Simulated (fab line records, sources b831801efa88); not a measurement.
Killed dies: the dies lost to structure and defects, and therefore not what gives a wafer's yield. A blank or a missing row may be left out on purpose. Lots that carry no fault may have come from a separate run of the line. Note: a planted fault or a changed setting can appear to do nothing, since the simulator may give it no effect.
Chamber matching -- flow sfq line -- SFQ_TRILAYER_I1_CMP_CMP_046 on cmp-01 has 4 sister chambers
The step polishes SiO2. 4 wafers are shown with their chamber, then 9 later ones without.

EACH WAFER AND ITS CHAMBER
wafer,chamber,motor current A (A)
L362.1,1,11.5
L366.2,0,9.1
L366.5,2,10.2
L366.6,3,10.0

WAFERS WITHOUT THEIR CHAMBER
wafer,motor current A (A)
L368.4,10.0
L368.2,11.6
L368.6,10.4
L369.4,10.0
L369.3,8.9
L369.5,10.3
L370.2,10.3
L370.3,10.8
L370.5,11.5

EACH ONE'S CHAMBER
wafer,from the rows above,in truth
L368.4,can't be placed: 3 or 2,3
L368.2,1,1
L368.6,can't be placed: 2 or 3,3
L369.4,can't be placed: 3 or 2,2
L369.3,0,0
L369.5,can't be placed: 2 or 3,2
L370.2,can't be placed: 2 or 3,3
L370.3,can't be placed: 2 or 1 or 3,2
L370.5,1,1
Placed correctly: 3 of 9. Can't be placed from these rows: 6 (the true chamber is among the candidates in 6). Placed wrongly: 0.
How it was worked out, from the rows above alone: a wafer's distance from a chamber is the root of the sum, over the readings, of the square of ((its reading less the chamber's mean) divided by the reading's scatter). The wafer belongs to the nearest chamber; if the next one is less than 2 further off, it can't be placed. The mean given for a chamber averages the wafers shown for that chamber. The scatter: root of mean squared gap, hidden wafer to nearest shown wafer, with one shown wafer a chamber.
